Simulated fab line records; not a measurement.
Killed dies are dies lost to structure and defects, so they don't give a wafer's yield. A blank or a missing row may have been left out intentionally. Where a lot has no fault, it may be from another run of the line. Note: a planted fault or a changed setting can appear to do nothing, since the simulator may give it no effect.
Which of the tools did it? || flow gf180mcu || 14 lots, 42 wafers sampled, at 4 steps of a route of 602

== WHAT THE GAUGES READ, wafer by wafer ==
GF_V4_BOW_MEAS_05.
{"lot": "L681", "measured": "day 23 22:11", "on": "film metro-04", "V4_BOW (um)": "125 138 128"}
{"lot": "L683", "measured": "day 24 11:01", "on": "film metro-03", "V4_BOW (um)": "152 136 136"}
{"lot": "L685", "measured": "day 25 04:40", "on": "film metro-03", "V4_BOW (um)": "122 120 114"}
{"lot": "L686", "measured": "day 25 07:55", "on": "film metro-03", "V4_BOW (um)": "142 152 157"}
{"lot": "L687", "measured": "day 25 11:47", "on": "film metro-01", "V4_BOW (um)": "127 148 141"}
{"lot": "L690", "measured": "day 26 13:20", "on": "film metro-04", "V4_BOW (um)": "146 136 137"}
{"lot": "L691", "measured": "day 27 02:08", "on": "film metro-01", "V4_BOW (um)": "131 137 129"}
{"lot": "L692", "measured": "day 27 06:40", "on": "film metro-04", "V4_BOW (um)": "136 125 139"}
{"lot": "L693", "measured": "day 27 12:19", "on": "film metro-04", "V4_BOW (um)": "124 119 121"}
{"lot": "L696", "measured": "day 28 08:43", "on": "film metro-03", "V4_BOW (um)": "130 130 132"}
{"lot": "L697", "measured": "day 28 16:45", "on": "film metro-04", "V4_BOW (um)": "139 127 119"}
{"lot": "L701", "measured": "day 29 18:50", "on": "film metro-01", "V4_BOW (um)": "128 131 140"}
{"lot": "L703", "measured": "day 30 08:30", "on": "film metro-03", "V4_BOW (um)": "133 131 129"}
{"lot": "L704", "measured": "day 30 14:17", "on": "film metro-01", "V4_BOW (um)": "140 144 139"}

== WHAT TOOL EACH LOT RAN ON (gives the tool, then ch and the chambers of the sampled wafers, and finally the start) ==
{"lot": "L681", "GF_SAB_ETCH_11": "rie diel-02 ch 0,1,2, day 15 12:05", "GF_V3_SPUTTER_22": "pvd sputter-02, day 22 21:34", "GF_M4_SPUTTER_01": "pvd sputter-04, day 22 22:18"}
{"lot": "L683", "GF_SAB_ETCH_11": "rie diel-04 ch 1,2, day 16 01:27", "GF_V3_SPUTTER_22": "pvd sputter-03, day 23 10:54", "GF_M4_SPUTTER_01": "pvd sputter-01, day 23 11:38"}
{"lot": "L685", "GF_SAB_ETCH_11": "rie diel-01 ch 0,2, day 16 19:42", "GF_V3_SPUTTER_22": "pvd sputter-01, day 24 04:53", "GF_M4_SPUTTER_01": "pvd sputter-04, day 24 05:37"}
{"lot": "L686", "GF_SAB_ETCH_11": "rie diel-01 ch 0,2,3, day 17 00:25", "GF_V3_SPUTTER_22": "pvd sputter-01, day 24 07:33", "GF_M4_SPUTTER_01": "pvd sputter-04, day 24 08:17"}
{"lot": "L687", "GF_SAB_ETCH_11": "rie diel-04 ch 0,1,2, day 17 05:59", "GF_V3_SPUTTER_22": "pvd sputter-02, day 24 12:20", "GF_M4_SPUTTER_01": "pvd sputter-04, day 24 13:04"}
{"lot": "L690", "GF_SAB_ETCH_11": "rie diel-04 ch 0,1,2, day 18 07:47", "GF_V3_SPUTTER_22": "pvd sputter-02, day 25 14:01", "GF_M4_SPUTTER_01": "pvd sputter-01, day 25 14:45"}
{"lot": "L691", "GF_SAB_ETCH_11": "rie diel-04 ch 0,1,3, day 18 22:24", "GF_V3_SPUTTER_22": "pvd sputter-02, day 26 03:02", "GF_M4_SPUTTER_01": "pvd sputter-02, day 26 03:46"}
{"lot": "L692", "GF_SAB_ETCH_11": "rie diel-04 ch 0,2, day 19 04:41", "GF_V3_SPUTTER_22": "pvd sputter-03, day 26 07:55", "GF_M4_SPUTTER_01": "pvd sputter-04, day 26 08:39"}
{"lot": "L693", "GF_SAB_ETCH_11": "rie diel-01 ch 0,2, day 19 11:37", "GF_V3_SPUTTER_22": "pvd sputter-01, day 26 14:09", "GF_M4_SPUTTER_01": "pvd sputter-02, day 26 14:53"}
{"lot": "L696", "GF_SAB_ETCH_11": "rie diel-04 ch 1,2, day 20 13:56", "GF_V3_SPUTTER_22": "pvd sputter-03, day 27 11:08", "GF_M4_SPUTTER_01": "pvd sputter-04, day 27 11:52"}
{"lot": "L697", "GF_SAB_ETCH_11": "rie diel-04 ch 0,2, day 20 22:42", "GF_V3_SPUTTER_22": "pvd sputter-02, day 27 19:01", "GF_M4_SPUTTER_01": "pvd sputter-01, day 27 19:44"}
{"lot": "L701", "GF_SAB_ETCH_11": "rie diel-01 ch 0,2,3, day 22 05:09", "GF_V3_SPUTTER_22": "pvd sputter-01, day 28 21:31", "GF_M4_SPUTTER_01": "pvd sputter-02, day 28 22:16"}
{"lot": "L703", "GF_SAB_ETCH_11": "rie diel-01 ch 0,2, day 22 23:52", "GF_V3_SPUTTER_22": "pvd sputter-03, day 29 11:46", "GF_M4_SPUTTER_01": "pvd sputter-02, day 29 12:30"}
{"lot": "L704", "GF_SAB_ETCH_11": "rie diel-01 ch 0,2,3, day 23 05:39", "GF_V3_SPUTTER_22": "pvd sputter-01, day 29 17:37", "GF_M4_SPUTTER_01": "pvd sputter-04, day 29 18:20"}
- GF_SAB_ETCH_11: etches SiO2 in C4F8/O2/Ar, target depth 55 nm, time 8.5 s.
- GF_V3_SPUTTER_22: material TiN, target thk 10 nm, time 38.69 s.
- GF_M4_SPUTTER_01: material TiN, target thk 30 nm, time 25 s.

== WHAT THE TOOLS THEMSELVES READ (means of the sampled wafers that have a number; where no wafer has one, the mark that the record gives instead) ==
GF_SAB_ETCH_11.
{"lot": "L681", "tool": "rie diel-02", "bias w (W)": 1199, "oes product au (a.u.)": 1.004}
{"lot": "L683", "tool": "rie diel-04", "bias w (W)": 1204, "oes product au (a.u.)": 0.977}
{"lot": "L685", "tool": "rie diel-01", "bias w (W)": 1198, "oes product au (a.u.)": 1.000}
{"lot": "L686", "tool": "rie diel-01", "bias w (W)": 1195, "oes product au (a.u.)": 1.013}
{"lot": "L687", "tool": "rie diel-04", "bias w (W)": 1200, "oes product au (a.u.)": 0.978}
{"lot": "L690", "tool": "rie diel-04", "bias w (W)": 1200, "oes product au (a.u.)": 0.982}
{"lot": "L691", "tool": "rie diel-04", "bias w (W)": 1201, "oes product au (a.u.)": 0.988}
{"lot": "L692", "tool": "rie diel-04", "bias w (W)": 1200, "oes product au (a.u.)": 0.990}
{"lot": "L693", "tool": "rie diel-01", "bias w (W)": 1201, "oes product au (a.u.)": 1.003}
{"lot": "L696", "tool": "rie diel-04", "bias w (W)": 1199, "oes product au (a.u.)": 0.983}
{"lot": "L697", "tool": "rie diel-04", "bias w (W)": 1203, "oes product au (a.u.)": 0.983}
{"lot": "L701", "tool": "rie diel-01", "bias w (W)": 1199, "oes product au (a.u.)": 0.997}
{"lot": "L703", "tool": "rie diel-01", "bias w (W)": 1202, "oes product au (a.u.)": 1.001}
{"lot": "L704", "tool": "rie diel-01", "bias w (W)": 1203, "oes product au (a.u.)": 1.003}

GF_V3_SPUTTER_22.
{"lot": "L681", "tool": "pvd sputter-02", "throttle valve pct (%)": 30.3}
{"lot": "L683", "tool": "pvd sputter-03", "throttle valve pct (%)": 30.5}
{"lot": "L685", "tool": "pvd sputter-01", "throttle valve pct (%)": 30.6}
{"lot": "L686", "tool": "pvd sputter-01", "throttle valve pct (%)": 31.1}
{"lot": "L687", "tool": "pvd sputter-02", "throttle valve pct (%)": 29.1}
{"lot": "L690", "tool": "pvd sputter-02", "throttle valve pct (%)": 28.9}
{"lot": "L691", "tool": "pvd sputter-02", "throttle valve pct (%)": 30.0}
{"lot": "L692", "tool": "pvd sputter-03", "throttle valve pct (%)": 30.7}
{"lot": "L693", "tool": "pvd sputter-01", "throttle valve pct (%)": 30.5}
{"lot": "L696", "tool": "pvd sputter-03", "throttle valve pct (%)": 30.1}
{"lot": "L697", "tool": "pvd sputter-02", "throttle valve pct (%)": 29.8}
{"lot": "L701", "tool": "pvd sputter-01", "throttle valve pct (%)": 31.5}
{"lot": "L703", "tool": "pvd sputter-03", "throttle valve pct (%)": 30.8}
{"lot": "L704", "tool": "pvd sputter-01", "throttle valve pct (%)": 31.0}

GF_M4_SPUTTER_01.
{"lot": "L681", "tool": "pvd sputter-04", "throttle valve pct (%)": 31.0}
{"lot": "L683", "tool": "pvd sputter-01", "throttle valve pct (%)": 30.7}
{"lot": "L685", "tool": "pvd sputter-04", "throttle valve pct (%)": 31.8}
{"lot": "L686", "tool": "pvd sputter-04", "throttle valve pct (%)": 30.7}
{"lot": "L687", "tool": "pvd sputter-04", "throttle valve pct (%)": 30.2}
{"lot": "L690", "tool": "pvd sputter-01", "throttle valve pct (%)": 31.1}
{"lot": "L691", "tool": "pvd sputter-02", "throttle valve pct (%)": 29.7}
{"lot": "L692", "tool": "pvd sputter-04", "throttle valve pct (%)": 31.3}
{"lot": "L693", "tool": "pvd sputter-02", "throttle valve pct (%)": 30.3}
{"lot": "L696", "tool": "pvd sputter-04", "throttle valve pct (%)": 30.9}
{"lot": "L697", "tool": "pvd sputter-01", "throttle valve pct (%)": 30.2}
{"lot": "L701", "tool": "pvd sputter-02", "throttle valve pct (%)": 29.3}
{"lot": "L703", "tool": "pvd sputter-02", "throttle valve pct (%)": 29.4}
{"lot": "L704", "tool": "pvd sputter-04", "throttle valve pct (%)": 31.3}

== THE ANSWER, worked out from the rows above alone ==
Rule: the usual values come from the lots themselves. Put in order of their means at a reading, lots are off if they are a third of the lots or fewer, leave a main group of 4 or more, and stand apart from it by a gap of 3 or more times the standard deviation of the main group's means; of several such gaps the widest counts. Not used: any main group whose means are identical at the precision the tables above print for the reading. Also off: a lot with no number at a reading for which 4 or more lots have one. The other lots that the step has rows for count as sound. After the gauges, taken in route order, come the tools' own readings; for these a lot's mean is taken, as printed above. At the first step where some lot is off, the reading lying furthest off is the one used; lots without a number count as furthest.
No lot is off on any of the readings shown, so nothing can be concluded from this.

== WHAT THE SIMULATOR HAD INSERTED ==
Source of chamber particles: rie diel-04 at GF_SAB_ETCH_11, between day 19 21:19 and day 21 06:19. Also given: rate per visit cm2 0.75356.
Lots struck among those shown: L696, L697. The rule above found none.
